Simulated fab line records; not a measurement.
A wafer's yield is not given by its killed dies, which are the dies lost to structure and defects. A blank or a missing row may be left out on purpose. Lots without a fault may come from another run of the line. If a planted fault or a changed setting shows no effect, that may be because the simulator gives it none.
Struck lot and sound lot, side by side    flow gf180mcu    43 steps out of a route of 602
Sound: these wafers, L988.1, L988.2, L988.6. Struck: wafer L987.6. (L987.1, L987.2 of the same lot were not struck and are left out.) The cause comes at the end.
For every step that has rows: the tool of each side, followed by ch and its chambers, followed by its first start. Under that, the readings that differ: sound wafers    struck wafers    difference of the means    sigmas: that difference in standard deviations of wafers without a fault.
alike: a reading whose means differ by less than 2 such deviations, as well as words and numbers matching on both sides. not compared: withheld readings; readings where some wafer has no value; bounds like >300 that might hide an equal value; numbers whose values overlap and for which the record gives no deviation.
The two part at a step that has a row with sigmas, a row that says differs or no value, or rows on one side only. When numbers do not overlap yet have no deviation, they are printed without sigmas and do not part them. A reading that every wafer of one side lacks parts them only if that side has two wafers or more.

first, 2 steps without rows for these wafers: GF_V3_STRIP_19 (strips in post etch residue remover, time 1200 s); GF_V3_CLEAN_20 (cleans in DIW).
GF_V3_SPUTTER_21: material Ti, target thk 15 nm, time 80.02 s.
  sound on pvd sputter-01, day 25 13:37; struck on pvd sputter-02, day 25 07:16
  alike: chamber pressure pa, throttle valve pct
GF_V3_SPUTTER_22: material TiN, target thk 10 nm, time 40 s.
  sound on pvd sputter-01, day 25 13:41; struck on pvd sputter-02, day 25 07:19
  alike: chamber pressure pa, throttle valve pct
then, 1 step without rows for these wafers: GF_V3_CVD_23 (deposits W, target thk 350 nm, time 104.9 s).
GF_V3_RS_MEAS_24: measures by four-point-probe.
  sound on film metro-02, day 25 13:50; struck on film metro-03, day 25 07:28
  alike: V3_W_RS
GF_V3_THK_MEAS_25: measures by xrf.
  sound on film metro-02, day 25 13:57; struck on film metro-03, day 25 07:35
reading        sound        struck  difference  sigmas
V3_W_THK (nm)  325 331 332  341     +12         +2
GF_V3_CMP_26: polishes, stops on SiO2, t overpolish 15 s, target thk 0 nm.
  sound on cmp-02 ch 0,1,3, day 25 14:07; struck on cmp-01 ch 0, day 25 07:42
reading              sound           struck  difference  sigmas
motor current A (A)  11.2 11.1 13.0  8.9     -2.9        -3
  alike: overpolish run s, time to endpoint s
GF_M4_SPUTTER_00: material Ti, target thk 37.5 nm, time 150 s.
  sound on pvd sputter-02, day 25 14:19; struck on pvd sputter-03, day 25 07:57
  alike: chamber pressure pa, throttle valve pct
then, 1 step without rows for these wafers: GF_M4_SPUTTER_01 (material TiN, target thk 30 nm, time 25 s).
GF_M4_SPUTTER_02: material AlCu, target thk 450 nm, time 23.9 s.
  sound on pvd sputter-02, day 25 14:26; struck on pvd sputter-03, day 25 08:05
  alike: chamber pressure pa, throttle valve pct
then, 1 step without rows for these wafers: GF_M4_SPUTTER_03 (material Ti, target thk 10 nm, time 6.7 s).
GF_M4_SPUTTER_04: material TiN, target thk 50 nm, time 41.7 s.
  sound on pvd sputter-02, day 25 14:29; struck on pvd sputter-03, day 25 08:08
reading                                 sound              struck  difference  sigmas
model.TiN_of_M4_SPUTTER_04.thk nm (nm)  49.69 49.79 49.06  61.84   +12.33      
  alike: chamber pressure pa, throttle valve pct
GF_M4_RS_MEAS_05: measures by four-point-probe.
  sound on film metro-03, day 25 14:32; struck on film metro-04, day 25 08:10
  alike: M4_ALCU_RS
GF_M4_THK_MEAS_06: measures by xrf.
  sound on film metro-03, day 25 14:39; struck on film metro-04, day 25 08:17
  alike: M4_ALCU_THK
then, 7 steps without rows for these wafers: GF_M4_DEHYDRATE_07 (time 60 s); GF_M4_HMDS_08 (prime time 60 s); GF_M4_COAT_09 (resist thk 1000 nm); GF_M4_SOFTBAKE_10 (time 60 s); GF_M4_EXPOSE_11 (exposes mask Metal4, target cd 280 nm); GF_M4_PEB_12 (peb time 90 s); GF_M4_DEVELOP_13 (develop time 60 s).
GF_M4_CD_MEAS_14 targets a cd of 280 nm.
  sound on cd sem-01, day 26 12:04; struck on cd sem-01, day 26 05:40
  alike: cd nm
GF_M4_OVL_MEAS_15:
  sound on overlay-02, day 26 12:11; struck on overlay-02, day 26 05:47
reading      sound      struck  difference  sigmas
M4_OVL (nm)  0 -13 -13  5       +14         +2
then, 5 steps without rows for these wafers: GF_M4_METAL_ETCH_16 (etches the open film in Cl2/BCl3, stops on SiO2, target depth 627.5 nm, time 104.6 s); GF_M4_STRIP_17 (strips in O2/N2); GF_M4_STRIP_18 (strips in post etch residue remover, time 1200 s); GF_M4_CLEAN_19 (cleans in DIW); GF_V4_CVD_00 (deposits SiO2, target thk 600 nm, time 100 s).
GF_V4_THK_MEAS_01:
  sound on film metro-03, day 26 13:05; struck on film metro-02, day 26 06:35
  alike: V4_CVD_00_THK
then, 1 step without rows for these wafers: GF_V4_CVD_02 (deposits SiO2 from TEOS, target thk 850 nm, time 94.851 s).
GF_V4_THK_MEAS_03:
  sound on film metro-02, day 26 13:13; struck on film metro-04, day 26 06:43
  alike: V4_CVD_02_THK
then, 1 step without rows for these wafers: GF_V4_CMP_04 (polishes SiO2).
GF_V4_BOW_MEAS_05:
  sound on film metro-02, day 26 13:38; struck on film metro-04, day 26 07:04
reading      sound        struck  difference  sigmas
V4_BOW (um)  118 117 118  141     +23         +3
then, 8 steps without rows for these wafers: GF_V4_DEHYDRATE_06 (time 60 s); GF_V4_HMDS_07 (prime time 60 s); GF_V4_COAT_08; GF_V4_COAT_09 (resist thk 1000 nm); GF_V4_SOFTBAKE_10 (time 60 s); GF_V4_EXPOSE_11 (exposes mask Via4, target cd 260 nm); GF_V4_PEB_12 (peb time 90 s); GF_V4_DEVELOP_13 (develop time 60 s).
GF_V4_STRIP_19: strips in post etch residue remover, time 1200 s.
  sound on wet bench-04 ch 0, day 27 11:05; struck on wet bench-03 ch 2, day 27 04:17
reading                                 sound              struck  difference  sigmas
temp c (C)                              72.46 72.28 72.35  72.73   +0.37       +3
model.TiN_of_M4_SPUTTER_04.thk nm (nm)  48.84 48.95 48.22  61      +12         

WHERE THEY PART
Earliest at GF_V3_THK_MEAS_25; latest, in this record, at GF_V4_STRIP_19.

WHY: the cause the simulator had injected
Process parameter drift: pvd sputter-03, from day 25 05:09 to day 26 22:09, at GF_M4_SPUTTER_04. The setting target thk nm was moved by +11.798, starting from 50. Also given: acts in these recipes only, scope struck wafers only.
